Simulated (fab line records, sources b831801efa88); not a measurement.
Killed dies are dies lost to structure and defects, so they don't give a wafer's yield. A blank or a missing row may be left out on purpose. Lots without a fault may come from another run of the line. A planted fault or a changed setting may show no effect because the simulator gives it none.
Chamber matching | flow gf180mcu | GF_V3_CMP_26 on cmp-01: 4 sister chambers
The step polishes, stops on SiO2, t overpolish 15 s, target thk 0 nm. 8 wafers are shown with their chamber, then 9 later ones without.

WAFERS WITH THEIR CHAMBER
wafer  | chamber | motor_current_A (A) | time_to_endpoint_s (s)
L611.2 | 1       | 10.5                | 81
L612.5 | 3       | 12.2                | 78
L612.6 | 0       | 9.8                 | 81
L615.4 | 3       | 12.2                | 84
L615.5 | 2       | 12.2                | 81
L616.1 | 2       | 12.2                | 77
L616.2 | 0       | 9.7                 | 78
L616.4 | 1       | 10.6                | 81

WAFERS WITHOUT THEIR CHAMBER
wafer  | motor_current_A (A) | time_to_endpoint_s (s)
L622.1 | 12.8                | 78
L622.3 | 10.1                | 84
L622.6 | 10.2                | 80
L628.1 | 9.8                 | 85
L628.2 | 10.2                | 87
L628.6 | 12.2                | 82
L631.3 | 10.6                | 87
L631.4 | 12.5                | 89
L631.6 | 12.5                | 85

WHICH CHAMBER EACH WENT THROUGH
wafer  | from the rows above     | in truth
L622.1 | can't be placed: 2 or 3 | 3
L622.3 | can't be placed: 0 or 1 | 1
L622.6 | can't be placed: 1 or 0 | 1
L628.1 | 0                       | 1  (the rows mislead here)
L628.2 | 1                       | 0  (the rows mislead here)
L628.6 | can't be placed: 3 or 2 | 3
L631.3 | 1                       | 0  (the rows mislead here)
L631.4 | can't be placed: 3 or 2 | 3
L631.6 | can't be placed: 3 or 2 | 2
Placed correctly: 0 of 9. Can't be placed from these rows: 6 (the true chamber is among the candidates in 6). Placed wrongly: 3.
How it was worked out, from the rows above alone: a wafer's distance from a chamber is the root of the sum, over the readings, of the square of ((its reading less the chamber's mean) divided by the reading's scatter). The wafer belongs to the nearest chamber; if the next one is less than 2 further off, it can't be placed. A chamber's mean is the mean of its shown wafers. The scatter: the root of (the sum of the squares of (reading less its chamber's mean) over the shown wafers, divided by (wafers less chambers)).
